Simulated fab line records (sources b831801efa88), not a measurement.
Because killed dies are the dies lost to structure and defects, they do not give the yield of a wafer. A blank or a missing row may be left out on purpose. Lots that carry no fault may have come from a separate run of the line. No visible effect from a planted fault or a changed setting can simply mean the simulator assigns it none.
Code-filled problem report in 8D (eight disciplines) form    flow gf180mcu    the parts of the form that need people (team, actions taken, sign-off) are left out

== 1. WHAT IS WRONG ==
Wafers without a fault read 89.02 s, standard deviation 0.14; run_length_s at GF_HV_LDD_SOFTBAKE_03 reads a mean of 97.12 s on 4 wafers belonging to 2 lots. Relative to the usual mean, that is a shift of +58 standard deviations.
The step: time 60 s.
First observed at day 12 07:31: wafer L226.3, on litho_track-04. The record has a number at this step for 40 wafers belonging to 14 lots. By rule, "out" or "out of limits" means more than 4 standard deviations away from the usual mean. The other wafers with a number count as sound.

== 2. WHAT IT IS, WHAT IT ISN'T ==
question                     is                      is not
which readings at this step  run_length_s            heater_power_total_W
which lots                   L226, L227              L217, L218, L219, L220, L221, L232, L234, L235, L237, L238, L239, L240
which wafers of those lots   all that have a number  -
read on which tools          litho_track-04          litho_track-01, litho_track-02
when                         from day 12 07:31       up to then (15 sound wafers); but 21 sound wafers of L232, L234, L235, L237, L238, L239, L240 came after

== 3. THE SUSPECTS, EACH WITH WHAT RULES IT OUT ==
Counting: a tool stays on the suspect list if, at a process step up to the reading, it processed all lots that are out and no sound lot following the first of them.
- litho_track-04 at GF_HV_LDD_SOFTBAKE_03 (time 60 s): ruled out as a lasting fault. Following L226 (day 12 07:31), the first lot on it that is out, the sound lots L239 were run on it.
Left after counting: nothing in the record.

== 4. THE CAUSE (what the simulator had put in) ==
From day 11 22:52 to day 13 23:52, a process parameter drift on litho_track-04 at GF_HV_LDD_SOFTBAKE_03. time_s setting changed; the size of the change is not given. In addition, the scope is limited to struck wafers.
Counting ruled it out, wrongly.

== 5. SEQUENCE OF EFFECTS, ordered by route ==
One row per reading whose mean, taken over the struck wafers that have a number, lies over 3 standard deviations from the usual. Only readings for which the record gives a usual standard deviation are gone through. hours: the time from each lot's start at the first step in this table that gives one to its start at this step, as a median over the lots. sigmas: the change in usual standard deviations.
hours  step                   reading       usual    on struck wafers  change  sigmas
0      GF_HV_LDD_SOFTBAKE_03  run_length_s  89.02 s  97.12             +8.10   +58
Process steps it contains:
- GF_HV_LDD_SOFTBAKE_03: time 60 s.
Later steps that measure or inspect, where all struck wafers having a row at the step show a number for every such reading and not one has moved that far: GF_HV_LDD_TW_MEAS_11.

== 6. WHAT WOULD HAVE CAUGHT IT SOONER ==
The fault began at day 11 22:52; the first out-of-limits reading in this record came at day 12 07:31, 9 hours later.
